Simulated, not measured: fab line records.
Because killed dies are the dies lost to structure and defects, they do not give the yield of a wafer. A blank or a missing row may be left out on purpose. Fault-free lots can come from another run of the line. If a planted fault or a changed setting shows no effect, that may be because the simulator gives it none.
A lot that was struck, set against a sound lot || flow sfq_line || 17 out of 325 route steps
Sound: these wafers, L504.2, L504.3, L504.5. Wafers struck: L518.1, L518.4, L518.6. The cause is given at the end.
Per side, at each step with rows, come the tool, then ch with its chambers, and then its first start. Under that, the readings that differ: sound wafers || struck wafers || difference of the means || sigmas: that difference in standard deviations of wafers without a fault.
alike: readings with means less than 2 such deviations apart, plus words and numbers identical on both sides. not compared: withheld readings, readings lacking a value on some wafer, bounds such as >300 that could conceal the same value, and numbers that have no deviation in the record and whose values overlap.
The two part at a step that has a row with sigmas, a row that says differs or no value, or rows on one side only. Numbers that don't overlap but have no deviation are shown without sigmas and don't part them. A reading missing from all wafers of one side parts the sides only when that side holds two or more wafers.

SFQ_TRILAYER_L0_VIA_BARC_OPEN_VIA_ETCH_021: etches BARC in O2, target depth 125 nm, time 41.7 s.
  sound on rie_diel-02 ch 1,2,3, day 8 11:48; struck on rie_diel-03 ch 1,2,3, day 13 06:43
  alike: drypump_motor_current_A, oes_product_au
  not compared: rf_hours_counter_h
SFQ_TRILAYER_L0_VIA_ETCH_VIA_ETCH_016: etches SiO2 in CHF3, stops on MoNx KI, target depth 80 nm.
  sound on rie_diel-02 ch 1,2,3, day 8 11:50; struck on rie_diel-03 ch 1,2,3, day 13 06:46
  alike: drypump_motor_current_A, oes_product_au
SFQ_TRILAYER_L0_VIA_STRIP_STRIP_017: strips in O2.
  sound on rie_metal-03 ch 0,1, day 8 11:53; struck on rie_metal-01 ch 0,1, day 13 06:49
  alike: drypump_motor_current_A, oes_product_au
  not compared: rf_hours_counter_h
then, 2 steps without rows for these wafers: SFQ_TRILAYER_L0_VIA_STRIP_SOLV_CLEAN_018 (cleans in NMP, time 600 s); SFQ_TRILAYER_M0_DEP_PRE_CLEAN_020 (time 15 s).
SFQ_TRILAYER_M0_DEP_SPUTTER_019: material Nb, target thk 200 nm, time 133.3 s.
  sound on pvd_sputter-06, day 8 12:42; struck on pvd_sputter-06, day 13 07:37
  alike: base_pressure_pa, throttle_valve_pct
SFQ_M0_RS_MEAS_904: uses a four-point probe to measure.
  sound on film_metro-02, day 8 12:49; struck on film_metro-01, day 13 07:42
  alike: M0_NB_RS
then, 4 steps without rows for these wafers: SFQ_TRILAYER_M0_LITHO_COAT_026 (resist thk 62 nm); SFQ_TRILAYER_M0_LITHO_COAT_021 (resist thk 600 nm); SFQ_TRILAYER_M0_LITHO_SOFTBAKE_025; SFQ_TRILAYER_M0_LITHO_EXPOSE_022 (exposes mask M0, target cd 500 nm).
-- the record jumps here: 6 days lie between the struck wafers' starts before and after --
SFQ_TRILAYER_M0_LITHO_PEB_024: peb time 60 s.
  sound on litho_track-03 ch 0, day 12 20:41; struck on litho_track-03 ch 0, day 18 19:58
{"reading": "heater_power_total_W (W)", "sound": "79.18 79.00 78.96", "struck": "88.80 88.83 88.88", "difference": "+9.79", "sigmas": "+99 or more"}
{"reading": "plate_temp_C (C)", "sound": "115.06 114.94 114.88", "struck": "125.65 125.49 125.66", "difference": "+10.64", "sigmas": "+82"}
then, 1 step without rows for these wafers: SFQ_TRILAYER_M0_LITHO_DEVELOP_023 (time 60 s).
SFQ_M0_OVL_MEAS_906:
  sound on overlay-02, day 12 20:58; struck on overlay-01, day 18 20:16
  alike: M0_OVL
SFQ_TRILAYER_M0_BARC_OPEN_METAL_ETCH_031: etches BARC in O2, target depth 125 nm, time 41.7 s.
  sound on rie_metal-04 ch 0,1, day 12 21:00; struck on rie_metal-03 ch 0,1, day 18 20:18
{"reading": "model.M0.cd_nm (nm)", "sound": "500 501.2 500", "struck": "366.8 366.6 367.6", "difference": -133.4, "sigmas": ""}
  alike: drypump_motor_current_A, oes_product_au
  not compared: rf_hours_counter_h
SFQ_TRILAYER_M0_ETCH_METAL_ETCH_024: etches Nb in Cl2/Ar, stops on SiO2, target depth 240 nm, time 120 s.
  sound on rie_metal-04 ch 0,1, day 12 21:04; struck on rie_metal-03 ch 0,1, day 18 20:22
{"reading": "model.M0.cd_nm (nm)", "sound": "499.9 501.6 501.3", "struck": "366.4 366.4 368.6", "difference": -133.8, "sigmas": ""}
  alike: drypump_motor_current_A, oes_product_au
  not compared: rf_hours_counter_h
SFQ_TRILAYER_M0_STRIP_STRIP_025: strips in O2.
  sound on rie_metal-04 ch 0,1, day 12 21:11; struck on rie_metal-03 ch 0,1, day 18 20:29
  alike: drypump_motor_current_A, oes_product_au
  not compared: rf_hours_counter_h

WHERE THEY PART
Only at SFQ_TRILAYER_M0_LITHO_PEB_024, within this record. Later steps at which nothing parts them and some readings are alike: SFQ_M0_OVL_MEAS_906, SFQ_TRILAYER_M0_BARC_OPEN_METAL_ETCH_031, SFQ_TRILAYER_M0_ETCH_METAL_ETCH_024, SFQ_TRILAYER_M0_STRIP_STRIP_025.

WHY: the cause the simulator had injected
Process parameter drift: litho_track-03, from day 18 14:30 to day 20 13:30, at SFQ_TRILAYER_M0_LITHO_PEB_024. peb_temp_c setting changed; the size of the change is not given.
